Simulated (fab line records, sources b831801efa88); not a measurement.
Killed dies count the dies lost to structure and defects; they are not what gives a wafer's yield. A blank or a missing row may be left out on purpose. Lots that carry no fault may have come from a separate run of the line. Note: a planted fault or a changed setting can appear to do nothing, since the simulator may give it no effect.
Which of the tools did it? -- flow sky130 -- 24 lots with 72 wafers sampled at 5 steps, on a route of 708 steps

== WHAT THE GAUGES READ, wafer by wafer ==
SKY_PWDE_OVL_MEAS_07. Usual: PWDE_OVL gives -0.5 nm (standard deviation 1.3).
lot,measured,on,PWDE_OVL (nm),flag
L074,day 3 18:17,overlay-02,-0.9 0.7 -0.1,
L075,day 4 04:26,overlay-01,-0.6 -0.4 -0.8,
L076,day 4 09:49,overlay-02,1.1 -1.8 1.7,
L077,day 4 11:10,overlay-01,-1.2 -2.0 -2.4,
L078,day 4 17:10,overlay-01,1.0 -1.0 -1.6,
L079,day 4 23:46,overlay-01,-0.2 0.4 0.4,
L080,day 5 07:17,overlay-01,0.1 1.0 -2.0,
L081,day 5 13:40,overlay-02,0.9 1.1 -1.1,
L082,day 5 16:16,overlay-02,-3.0 -0.4 -0.1,
L083,day 5 20:31,overlay-02,0.0 0.5 -1.3,
L084,day 6 06:34,overlay-02,-1.3 -0.3 -2.5,
L085,day 6 15:43,overlay-02,-1.0 0.0 -1.1,
L086,day 6 16:44,overlay-02,-1.3 -0.2 -1.5,
L087,day 6 21:49,overlay-01,-0.1 -0.1 1.7,
L088,day 7 02:36,overlay-02,-0.9 -0.4 -1.0,
L089,day 7 09:38,overlay-01,2.5 1.0 1.2,
L090,day 7 15:58,overlay-01,0.2 0.1 0.6,
L091,day 7 17:04,overlay-02,-0.8 -1.3 -2.4,
L092,day 8 13:02,overlay-02,-0.2 -2.3 -0.2,
L093,day 8 13:07,overlay-01,-2.7 -1.6 -1.5,
L094,day 8 22:02,overlay-02,-1.0 -1.3 -2.9,
L095,day 8 21:52,overlay-01,1.0 1.3 0.6,
L096,day 9 00:10,overlay-02,-0.4 -0.4 -0.3,
L097,day 9 04:31,overlay-02,2.6 0.5 1.0,

SKY_SONOS_ONO_OVL_MEAS_14. Usual: SONOS_ONO_OVL gives -0.7 nm (standard deviation 1.5).
lot,measured,on,SONOS_ONO_OVL (nm),flag
L074,day 12 08:05,overlay-02,1.3 0.1 -0.4,
L075,day 13 00:41,overlay-01,2.8 2.4 2.9,
L076,day 13 10:14,overlay-01,-1.1 -0.4 -2.4,
L077,day 13 11:08,overlay-02,-2.7 -2.1 -3.4,
L078,day 13 19:38,overlay-02,-3.4 -2.1 -3.7,
L079,day 14 01:53,overlay-01,0.9 -0.2 -0.3,
L080,day 14 16:33,overlay-01,-2.3 -2.5 -1.4,
L081,day 15 03:41,overlay-02,1.0 0.3 -1.1,
L082,day 15 05:32,overlay-02,0.6 0.4 -0.2,
L083,day 15 12:53,overlay-01,-2.8 -0.2 -1.7,
L084,day 16 04:06,overlay-01,-0.5 -2.0 -1.4,
L085,day 16 16:17,overlay-01,-2.1 -3.0 -2.1,
L086,day 17 04:04,overlay-02,-0.3 -0.5 -0.9,
L087,day 17 06:15,overlay-01,-1.9 -0.6 -0.1,
L088,day 17 09:30,overlay-01,-0.6 0.4 0.9,
L089,day 17 19:38,overlay-02,-1.6 0.0 0.5,
L090,day 18 02:50,overlay-02,-1.1 0.5 0.9,
L091,day 18 07:29,overlay-02,-1.1 -2.1 -1.4,
L092,day 19 09:41,overlay-02,-1.1 -0.4 -1.7,
L093,day 19 12:05,overlay-02,-1.3 0.3 -0.6,
L094,day 20 02:47,overlay-01,1.1 3.5 2.8,
L095,day 19 21:35,overlay-02,-1.9 -2.7 -2.0,
L096,day 20 09:45,overlay-01,-0.5 1.3 -0.7,
L097,day 20 13:59,overlay-02,-0.6 -2.6 -0.8,

SKY_VIA1_OVL_MEAS_13. Usual: VIA1_OVL gives -1 nm (standard deviation 5.6).
lot,measured,on,VIA1_OVL (nm),flag
L074,day 33 14:37,overlay-01,-2 -9 -3,
L075,day 34 03:00,overlay-02,4 5 1,
L076,day 35 19:05,overlay-02,-14 -2 2,
L077,day 35 16:21,overlay-02,-2 -4 -4,
L078,day 35 18:23,overlay-01,-3 -6 2,
L079,day 35 19:26,overlay-01,-2 -8 -2,
L080,day 36 00:20,overlay-01,1 2 1,
L081,day 36 06:14,overlay-02,-3 -2 -3,
L082,day 36 07:07,overlay-01,4 -4 -6,
L083,day 36 15:15,overlay-01,-1 -4 -3,
L084,day 37 04:30,overlay-02,-4 4 8,
L085,day 37 17:48,overlay-02,-3 2 -5,
L086,day 38 05:31,overlay-01,-1 -6 3,
L087,day 38 08:40,overlay-02,-4 7 6,
L088,day 38 11:11,overlay-02,-6 -3 -8,
L089,day 38 14:27,overlay-02,0 -9 -12,
L090,day 39 00:57,overlay-02,-5 6 -7,
L091,day 39 01:32,overlay-02,3 1 -6,
L092,day 39 21:43,overlay-01,-5 -11 0,
L093,day 40 02:02,overlay-02,5 1 -2,
L094,day 40 09:52,overlay-02,7 9 1,
L095,day 40 08:50,overlay-01,6 -6 7,
L096,day 40 14:38,overlay-01,6 7 10,
L097,day 40 19:48,overlay-02,9 1 9,

SKY_CAP2M_OVL_MEAS_12. Usual: CAP2M_OVL gives 1.0 nm (standard deviation 1.5).
lot,measured,on,CAP2M_OVL (nm),flag
L074,day 40 09:23,overlay-01,0.6 2.9 1.2,
L075,day 40 21:05,overlay-01,1.9 0.5 3.9,
L076,day 42 09:08,overlay-02,-1.4 1.1 -3.1,
L077,day 42 07:56,overlay-02,3.0 2.8 2.8,
L078,day 42 08:50,overlay-02,1.8 1.1 2.7,
L079,day 42 10:45,overlay-02,-1.5 -1.1 -1.0,
L080,day 42 12:37,overlay-01,0.7 -0.7 0.2,
L081,day 42 18:19,overlay-01,2.6 0.5 0.0,
L082,day 42 21:58,overlay-01,0.7 2.2 -0.7,
L083,day 43 03:02,overlay-01,0.6 -0.3 -1.7,
L084,day 43 14:20,overlay-02,1.1 -0.8 -0.3,
L085,day 44 02:38,overlay-02,1.1 1.3 0.9,
L086,day 44 11:04,overlay-02,0.9 2.6 1.9,
L087,day 44 14:16,overlay-01,2.2 2.3 2.0,
L088,day 44 16:06,overlay-02,-1.1 0.8 1.4,
L089,day 44 17:55,overlay-02,2.6 0.2 0.7,
L090,day 45 05:58,overlay-01,-2.0 -2.6 -1.5,
L091,day 45 06:16,overlay-02,0.2 1.7 -0.6,
L092,day 45 23:05,overlay-02,1.6 0.2 1.6,
L093,day 46 03:28,overlay-01,2.1 2.4 2.9,
L094,day 46 10:21,overlay-01,2.1 1.3 3.4,
L095,day 46 09:14,overlay-02,1.9 -0.7 0.5,
L096,day 46 12:59,overlay-01,3.6 1.3 3.4,
L097,day 46 16:24,overlay-02,4.1 0.4 3.3,

== WHAT TOOL EACH LOT RAN ON (gives the tool, then ch and the chambers of the sampled wafers, and finally the start) ==
lot,SKY_FIELD_ISO_ETCH_15
L074,"rie-diel-03 ch 0,1,3, day 2 05:16"
L075,"rie-diel-01 ch 0,1, day 2 10:03"
L076,"rie-diel-01 ch 1,3, day 2 15:40"
L077,"rie-diel-01 ch 0,2,3, day 2 20:31"
L078,"rie-diel-04 ch 0,2, day 3 01:01"
L079,"rie-diel-03 ch 0,1,2, day 3 08:01"
L080,"rie-diel-03 ch 0,1,3, day 3 12:40"
L081,"rie-diel-01 ch 1,3, day 3 19:01"
L082,"rie-diel-04 ch 0,2,3, day 3 22:19"
L083,"rie-diel-01 ch 1,3, day 4 04:00"
L084,"rie-diel-01 ch 0,3, day 4 10:19"
L085,"rie-diel-01 ch 0,1,3, day 4 14:09"
L086,"rie-diel-03 ch 0,3, day 4 19:57"
L087,"rie-diel-03 ch 0,1,2, day 4 22:55"
L088,"rie-diel-04 ch 0,1,2, day 5 04:16"
L089,"rie-diel-01 ch 1,2,3, day 5 12:51"
L090,"rie-diel-04 ch 2,3, day 5 18:22"
L091,"rie-diel-01 ch 0,1,3, day 5 21:01"
L092,"rie-diel-01 ch 0,1,3, day 6 05:39"
L093,"rie-diel-04 ch 0,1,3, day 6 07:45"
L094,"rie-diel-01 ch 0,1,3, day 6 13:00"
L095,"rie-diel-03 ch 0,1,2, day 6 17:13"
L096,"rie-diel-01 ch 0,1,3, day 6 22:36"
L097,"rie-diel-04 ch 0,1,2, day 7 03:24"
- SKY_FIELD_ISO_ETCH_15: etches the open film in CHF3/O2, stops on Si, target depth 180 nm, time 72 s.

== WHAT THE TOOLS THEMSELVES READ (means of the sampled wafers that have a number; where no wafer has one, the mark that the record gives instead) ==
SKY_FIELD_ISO_ETCH_15. Usual: drypump-motor-current-A 5.8 A, standard deviation 0.41; oes-product-au 0.949 a.u., standard deviation 0.0065; throttle-valve-pct 8.845 %, standard deviation 0.009.
lot,tool,drypump-motor-current-A (A),oes-product-au (a.u.),throttle-valve-pct (%),flag
L074,rie-diel-03,5.8,0.946,8.842,
L075,rie-diel-01,5.7,0.949,8.849,
L076,rie-diel-01,5.4,0.946,8.850,
L077,rie-diel-01,6.0,0.949,8.842,
L078,rie-diel-04,5.9,0.949,8.844,
L079,rie-diel-03,5.6,0.952,8.846,
L080,rie-diel-03,5.8,0.960,8.851,
L081,rie-diel-01,5.4,0.956,8.852,
L082,rie-diel-04,6.3,0.950,8.852,
L083,rie-diel-01,5.7,0.961,8.850,
L084,rie-diel-01,6.0,0.953,8.849,
L085,rie-diel-01,5.7,0.954,8.848,
L086,rie-diel-03,5.9,0.945,8.838,
L087,rie-diel-03,5.6,0.944,8.851,
L088,rie-diel-04,6.1,0.942,8.838,
L089,rie-diel-01,5.6,0.946,8.848,
L090,rie-diel-04,6.0,0.950,8.833,
L091,rie-diel-01,5.7,0.946,8.836,
L092,rie-diel-01,5.7,0.952,8.842,
L093,rie-diel-04,6.4,0.949,8.852,
L094,rie-diel-01,5.7,0.945,8.842,
L095,rie-diel-03,5.6,0.937,8.841,
L096,rie-diel-01,5.7,0.949,8.846,
L097,rie-diel-04,6.1,0.943,8.844,

== THE ANSWER, worked out from the rows above alone ==
Rule: lot off if the mean of its wafers having a number is beyond 3 standard deviations from the usual mean. Also off: a lot with no number at a reading for which 4 or more lots have one. The other lots that the step has rows for count as sound. First the gauges in route order, then the tools' own readings, where a lot's mean is used as printed above. At the first step where some lot is off, the reading lying furthest off is the one used; lots without a number count as furthest.
None of the lots is off at any reading shown; this tells nothing.

== WHAT THE SIMULATOR HAD INSERTED ==
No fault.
